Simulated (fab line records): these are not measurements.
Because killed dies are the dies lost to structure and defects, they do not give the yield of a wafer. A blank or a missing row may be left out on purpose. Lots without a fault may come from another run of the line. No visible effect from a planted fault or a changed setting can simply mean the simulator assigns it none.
Which tool was responsible? ; flow sky130 ; 24 lots with 72 wafers sampled at 4 steps, on a route of 708 steps

WHAT THE GAUGES SHOWED, per wafer
SKY_METAL2_CD_MEAS_15 targets a cd of 140 nm.
lot;measured;on;cd_nm (nm)
L074;day 35 08:24;cd_sem-01;141.3 140.8 140.2
L075;day 35 12:37;cd_sem-02;140.0 138.3 139.5
L076;day 35 21:10;cd_sem-01;140.2 141.9 139.8
L077;day 36 02:29;cd_sem-02;140.0 139.8 138.8
L078;day 36 15:01;cd_sem-02;138.1 138.4 138.5
L080;day 37 05:12;cd_sem-01;139.5 141.2 141.0
L079;day 37 09:19;cd_sem-02;139.5 139.3 139.9
L081;day 37 18:02;cd_sem-02;140.0 141.8 141.4
L082;day 38 04:39;cd_sem-02;139.5 138.9 138.3
L083;day 38 13:13;cd_sem-01;138.6 138.1 138.7
L085;day 38 17:21;cd_sem-02;141.7 139.1 139.8
L084;day 38 17:38;cd_sem-01;138.5 138.7 137.7
L086;day 39 08:58;cd_sem-01;139.4 138.0 139.3
L087;day 39 17:06;cd_sem-01;138.2 138.0 139.9
L088;day 39 18:37;cd_sem-02;142.1 142.8 142.0
L089;day 40 02:05;cd_sem-02;140.1 140.1 139.9
L090;day 40 11:59;cd_sem-02;138.7 137.3 139.6
L091;day 40 12:32;cd_sem-02;137.6 137.3 137.7
L092;day 40 19:22;cd_sem-01;136.6 137.6 137.4
L093;day 41 05:57;cd_sem-01;142.0 141.7 141.8
L094;day 41 17:25;cd_sem-01;140.6 141.0 139.5
L095;day 41 20:36;cd_sem-01;141.5 141.3 142.0
L097;day 41 22:51;cd_sem-01;140.1 140.4 140.3
L096;day 42 01:44;cd_sem-01;140.1 141.0 140.4

SKY_VIA3_OVL_MEAS_13.
lot;measured;on;VIA3_OVL (nm)
L074;day 39 21:13;overlay-02;5 4 5
L075;day 40 00:17;overlay-01;8 11 7
L076;day 40 08:49;overlay-01;7 9 12
L077;day 40 14:09;overlay-01;7 10 19
L078;day 41 01:56;overlay-01;2 3 2
L080;day 41 14:14;overlay-02;2 4 6
L079;day 41 18:30;overlay-02;10 7 5
L081;day 42 02:50;overlay-02;1 1 0
L082;day 42 11:47;overlay-02;0 10 3
L083;day 42 20:47;overlay-01;3 4 11
L085;day 42 23:23;overlay-02;1 1 4
L084;day 43 00:51;overlay-01;3 1 13
L086;day 43 14:35;overlay-01;-5 -5 -7
L087;day 43 21:56;overlay-02;6 -1 2
L088;day 43 23:50;overlay-02;-3 -1 1
L089;day 44 07:11;overlay-02;-2 -6 -1
L090;day 44 14:32;overlay-01;10 3 6
L091;day 44 14:53;overlay-01;17 9 17
L092;day 44 21:22;overlay-02;6 11 1
L093;day 45 05:59;overlay-01;-1 6 -3
L094;day 45 17:49;overlay-01;2 6 4
L095;day 45 20:59;overlay-01;5 2 -4
L097;day 45 22:40;overlay-01;12 14 6
L096;day 46 00:59;overlay-01;9 -1 7

TOOL THAT RAN EACH LOT (tool first, then ch and the chambers of the sampled wafers, then the start)
lot;SKY_METAL1_METAL_ETCH_19;SKY_METAL2_SPUTTER_00
L074;rie_metal-03 ch 0,1, day 33 00:25;pvd_sputter-01, day 34 05:43
L075;rie_metal-02 ch 0,1, day 33 05:04;pvd_sputter-03, day 34 10:31
L076;rie_metal-02 ch 0,1, day 33 13:14;pvd_sputter-01, day 34 18:53
L077;rie_metal-01 ch 0,1, day 33 18:52;pvd_sputter-04, day 35 00:20
L078;rie_metal-02 ch 0,1, day 34 07:19;pvd_sputter-03, day 35 13:08
L080;rie_metal-03 ch 0, day 34 20:53;pvd_sputter-01, day 36 02:40
L079;rie_metal-01 ch 0,1, day 35 01:19;pvd_sputter-01, day 36 06:46
L081;rie_metal-01 ch 0,1, day 35 11:37;pvd_sputter-01, day 36 16:32
L082;rie_metal-02 ch 0,1, day 35 21:43;pvd_sputter-03, day 37 02:29
L083;rie_metal-01 ch 0,1, day 36 07:07;pvd_sputter-01, day 37 11:42
L085;rie_metal-02 ch 0,1, day 36 10:47;pvd_sputter-04, day 37 15:08
L084;rie_metal-01 ch 0,1, day 36 11:07;pvd_sputter-03, day 37 15:46
L086;rie_metal-01 ch 0,1, day 37 02:37;pvd_sputter-01, day 38 07:28
L087;rie_metal-02 ch 0,1, day 37 11:50;pvd_sputter-04, day 38 15:44
L088;rie_metal-01 ch 0,1, day 37 12:37;pvd_sputter-01, day 38 17:11
L089;rie_metal-01 ch 0,1, day 37 20:43;pvd_sputter-04, day 39 01:03
L090;rie_metal-03 ch 0,1, day 38 07:31;pvd_sputter-03, day 39 11:25
L091;rie_metal-02 ch 0,1, day 38 08:19;pvd_sputter-01, day 39 11:43
L092;rie_metal-03 ch 0,1, day 38 14:11;pvd_sputter-01, day 39 18:11
L093;rie_metal-03 ch 0,1, day 39 01:38;pvd_sputter-04, day 40 05:13
L094;rie_metal-01 ch 1, day 39 13:52;pvd_sputter-01, day 40 17:35
L095;rie_metal-02 ch 0,1, day 39 16:53;pvd_sputter-01, day 40 20:31
L097;rie_metal-01 ch 1, day 39 19:44;pvd_sputter-01, day 40 22:50
L096;rie_metal-03 ch 0,1, day 39 22:28;pvd_sputter-03, day 41 02:01
- SKY_METAL1_METAL_ETCH_19: etches the open film in Cl2/BCl3, stops on SiO2, target depth 360 nm, time 78 s.
- SKY_METAL2_SPUTTER_00: material Ti, target thk 15 nm, time 10 s.

AS READ BY THE TOOLS THEMSELVES (means over the sampled wafers that have a number; for cases with no such wafer, the mark the record gives instead)
SKY_METAL1_METAL_ETCH_19.
lot;tool;drypump_motor_current_A (A);oes_product_au (a.u.);throttle_valve_pct (%)
L074;rie_metal-03;5.7;0.856;22.261
L075;rie_metal-02;5.4;0.855;22.263
L076;rie_metal-02;5.4;0.850;22.260
L077;rie_metal-01;5.9;0.850;22.264
L078;rie_metal-02;5.3;0.860;22.266
L080;rie_metal-03;6.2;0.852;22.257
L079;rie_metal-01;5.9;0.853;22.263
L081;rie_metal-01;5.4;0.852;22.272
L082;rie_metal-02;5.3;0.858;22.270
L083;rie_metal-01;5.4;0.854;22.264
L085;rie_metal-02;5.3;0.854;22.273
L084;rie_metal-01;5.9;0.856;22.275
L086;rie_metal-01;5.9;0.855;22.271
L087;rie_metal-02;5.3;0.845;22.258
L088;rie_metal-01;5.9;0.854;22.272
L089;rie_metal-01;5.9;0.857;22.265
L090;rie_metal-03;6.0;0.860;22.257
L091;rie_metal-02;5.4;0.856;22.271
L092;rie_metal-03;6.0;0.851;22.262
L093;rie_metal-03;5.8;0.854;22.268
L094;rie_metal-01;4.9;0.851;22.269
L095;rie_metal-02;5.4;0.856;22.263
L097;rie_metal-01;4.9;0.855;22.256
L096;rie_metal-03;5.7;0.858;22.252

SKY_METAL2_SPUTTER_00.
lot;tool;throttle_valve_pct (%)
L074;pvd_sputter-01;28.9
L075;pvd_sputter-03;30.0
L076;pvd_sputter-01;29.1
L077;pvd_sputter-04;30.9
L078;pvd_sputter-03;29.8
L080;pvd_sputter-01;29.4
L079;pvd_sputter-01;29.4
L081;pvd_sputter-01;29.2
L082;pvd_sputter-03;29.3
L083;pvd_sputter-01;30.1
L085;pvd_sputter-04;30.2
L084;pvd_sputter-03;29.5
L086;pvd_sputter-01;29.8
L087;pvd_sputter-04;31.1
L088;pvd_sputter-01;29.4
L089;pvd_sputter-04;31.0
L090;pvd_sputter-03;29.4
L091;pvd_sputter-01;29.1
L092;pvd_sputter-01;29.0
L093;pvd_sputter-04;30.2
L094;pvd_sputter-01;29.8
L095;pvd_sputter-01;29.6
L097;pvd_sputter-01;29.5
L096;pvd_sputter-03;29.8

THE ANSWER, worked out from the rows above alone
Rule: the usual values come from the lots themselves. Put in order of their means at a reading, lots are off if they are a third of the lots or fewer, leave a main group of 4 or more, and stand apart from it by a gap of 3 or more times the standard deviation of the main group's means; of several such gaps the widest counts. A main group is skipped when, at the precision printed for the reading in the tables above, its means are all equal. A lot without any number at a reading at which 4 lots or more have one is off too. All remaining lots with rows at the step are treated as sound. First the gauges in route order, then the tools' own readings, where a lot's mean is used as printed above. At the first step where some lot is off, the reading lying furthest off is the one used; lots without a number count as furthest.
Nothing can be told from this: no lot is off at any reading shown.

WHAT WAS PUT IN BY THE SIMULATOR
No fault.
